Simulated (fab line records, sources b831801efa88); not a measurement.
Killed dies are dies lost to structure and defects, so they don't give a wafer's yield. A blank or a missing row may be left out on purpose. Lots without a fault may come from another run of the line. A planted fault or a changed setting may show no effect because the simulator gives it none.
Which tool did it? | flow sky130 | 14 lots, 42 wafers sampled, at 5 steps of a route of 708

WHAT THE GAUGES READ, wafer by wafer
SKY_SPACER_THK_MEAS_01. Usual: SPACER_CVD_00_THK 43.2 nm, standard deviation 0.43.
lot  | measured     | on            | SPACER_CVD_00_THK (nm) | flag
L422 | day 23 04:37 | film_metro-01 | 43.5 43.7 43.6         |
L423 | day 23 09:21 | film_metro-03 | 42.9 43.1 42.7         |
L424 | day 23 22:33 | film_metro-01 | 43.4 43.3 43.1         |
L428 | day 25 09:01 | film_metro-03 | 43.3 43.4 43.6         |
L429 | day 25 20:46 | film_metro-03 | 43.6 43.9 43.9         |
L434 | day 27 06:18 | film_metro-03 | 42.6 43.0 42.9         |
L435 | day 27 17:25 | film_metro-03 | 43.8 43.5 43.4         |
L436 | day 28 02:49 | film_metro-02 | 42.5 42.6 42.4         |
L439 | day 29 14:28 | film_metro-02 | 43.2 43.0 42.9         |
L440 | day 29 14:29 | film_metro-01 | 43.8 43.9 43.5         |
L441 | day 29 15:41 | film_metro-03 | 43.1 43.1 43.1         |
L442 | day 29 20:37 | film_metro-01 | 43.3 42.9 43.2         |
L443 | day 30 08:57 | film_metro-02 | 43.7 43.6 43.6         |
L445 | day 31 01:32 | film_metro-02 | 42.6 43.0 42.5         |

SKY_SD_N_RS_MEAS_16: measures by four-point-probe. Usual: SD_N_RS 68.56 ohm/sq, standard deviation 0.17.
lot  | measured     | on            | SD_N_RS (ohm/sq)  | flag
L422 | day 28 03:23 | film_metro-02 | 68.70 68.72 68.69 |
L423 | day 28 08:01 | film_metro-04 | 68.74 68.68 68.75 |
L424 | day 28 20:47 | film_metro-04 | 68.58 68.70 68.68 |
L428 | day 30 06:12 | film_metro-02 | 65.99 65.92 65.83 | OFF
L429 | day 30 16:51 | film_metro-01 | 65.75 65.71 65.87 | OFF
L434 | day 32 01:50 | film_metro-04 | 68.58 68.79 68.60 |
L435 | day 32 11:29 | film_metro-02 | 68.57 68.43 68.42 |
L436 | day 32 20:21 | film_metro-02 | 68.45 68.39 68.38 |
L439 | day 34 04:52 | film_metro-02 | 68.49 68.57 68.52 |
L440 | day 34 05:59 | film_metro-04 | 68.89 68.72 68.87 |
L441 | day 34 06:05 | film_metro-01 | 68.47 68.29 68.40 |
L442 | day 34 12:03 | film_metro-04 | 68.86 68.86 68.95 |
L443 | day 34 22:29 | film_metro-01 | 68.28 68.46 68.37 |
L445 | day 35 14:49 | film_metro-04 | 68.93 68.76 68.92 |

SKY_SD_N_RS_MEAS_17: measures by four-point-probe. Usual: SD_P_RS 145.9 ohm/sq, standard deviation 0.46.
lot  | measured     | on            | SD_P_RS (ohm/sq)  | flag
L422 | day 28 03:31 | film_metro-02 | 146.1 146.0 146.2 |
L423 | day 28 08:08 | film_metro-04 | 146.3 146.1 146.2 |
L424 | day 28 20:55 | film_metro-04 | 146.1 145.9 145.7 |
L428 | day 30 06:23 | film_metro-02 | 146.1 145.4 145.6 |
L429 | day 30 16:58 | film_metro-01 | 145.9 145.7 145.6 |
L434 | day 32 01:58 | film_metro-04 | 145.6 146.2 145.5 |
L435 | day 32 11:36 | film_metro-02 | 145.3 145.3 145.2 |
L436 | day 32 20:28 | film_metro-02 | 145.7 145.6 145.5 |
L439 | day 34 04:59 | film_metro-02 | 145.7 146.0 145.9 |
L440 | day 34 06:06 | film_metro-04 | 146.6 146.5 146.0 |
L441 | day 34 06:12 | film_metro-01 | 145.5 145.6 145.3 |
L442 | day 34 12:10 | film_metro-04 | 146.8 147.0 146.3 |
L443 | day 34 22:37 | film_metro-01 | 145.5 145.3 145.4 |
L445 | day 35 14:56 | film_metro-04 | 146.6 146.5 146.7 |

SKY_LI_CONTACT_THK_MEAS_01. Usual: LI_CONTACT_HDPCVD_THK 930 nm, standard deviation 9.6.
lot  | measured     | on            | LI_CONTACT_HDPCVD_THK (nm) | flag
L422 | day 28 03:53 | film_metro-01 | 929 923 923                |
L423 | day 28 08:31 | film_metro-02 | 922 920 933                |
L424 | day 28 21:16 | film_metro-01 | 929 935 929                |
L428 | day 30 06:44 | film_metro-01 | 927 929 936                |
L429 | day 30 17:20 | film_metro-02 | 950 941 950                |
L434 | day 32 02:24 | film_metro-01 | 922 939 934                |
L435 | day 32 12:00 | film_metro-02 | 916 923 924                |
L436 | day 32 20:49 | film_metro-01 | 942 925 944                |
L439 | day 34 05:20 | film_metro-01 | 924 939 918                |
L440 | day 34 06:27 | film_metro-02 | 929 935 927                |
L441 | day 34 06:34 | film_metro-02 | 928 925 941                |
L442 | day 34 12:31 | film_metro-02 | 955 933 946                |
L443 | day 34 22:58 | film_metro-04 | 933 946 927                |
L445 | day 35 15:17 | film_metro-02 | 915 921 937                |

WHICH TOOL RAN EACH LOT (tool, then ch and the chambers of the sampled wafers, then the start)
lot  | SKY_SD_N_IMPLANT_10
L422 | implanter-04 ch 0, day 28 02:51
L423 | implanter-04 ch 0, day 28 07:28
L424 | implanter-02 ch 0, day 28 20:16
L428 | implanter-04 ch 0, day 30 04:58
L429 | implanter-02 ch 0, day 30 16:00
L434 | implanter-04 ch 0, day 32 01:19
L435 | implanter-02 ch 0, day 32 10:57
L436 | implanter-03 ch 0, day 32 19:49
L439 | implanter-03 ch 0, day 34 04:19
L440 | implanter-04 ch 0, day 34 05:27
L441 | implanter-03 ch 0, day 34 05:32
L442 | implanter-04 ch 0, day 34 11:31
L443 | implanter-04 ch 0, day 34 21:57
L445 | implanter-04 ch 0, day 35 14:17
- SKY_SD_N_IMPLANT_10

WHAT THE TOOLS THEMSELVES READ (means of the sampled wafers that have a number; where no wafer has one, the mark that the record gives instead)
The record holds no such reading with a usual standard deviation.

THE ANSWER, worked out from the rows above alone
Rule: a lot is off if the mean of its wafers that have a number lies more than 3 standard deviations from the usual mean. A lot without any number at a reading at which 4 lots or more have one is off too. The other lots that the step has rows for count as sound. The gauges are gone through in route order, then the tools' own readings, and for those a lot's mean is taken as printed above. The first step at which some lot is off is used, and at that step the reading that is off furthest; a lot without a number counts as furthest.
Off: L428, L429, at SKY_SD_N_RS_MEAS_16 (SD_N_RS).
A tool fits if, at a process step before that reading, it ran every lot that is off, and no sound lot after the first of them. The gauges at SKY_SD_N_RS_MEAS_16 are tried like those tools. None of those tried fits.

WHAT THE SIMULATOR HAD PUT IN
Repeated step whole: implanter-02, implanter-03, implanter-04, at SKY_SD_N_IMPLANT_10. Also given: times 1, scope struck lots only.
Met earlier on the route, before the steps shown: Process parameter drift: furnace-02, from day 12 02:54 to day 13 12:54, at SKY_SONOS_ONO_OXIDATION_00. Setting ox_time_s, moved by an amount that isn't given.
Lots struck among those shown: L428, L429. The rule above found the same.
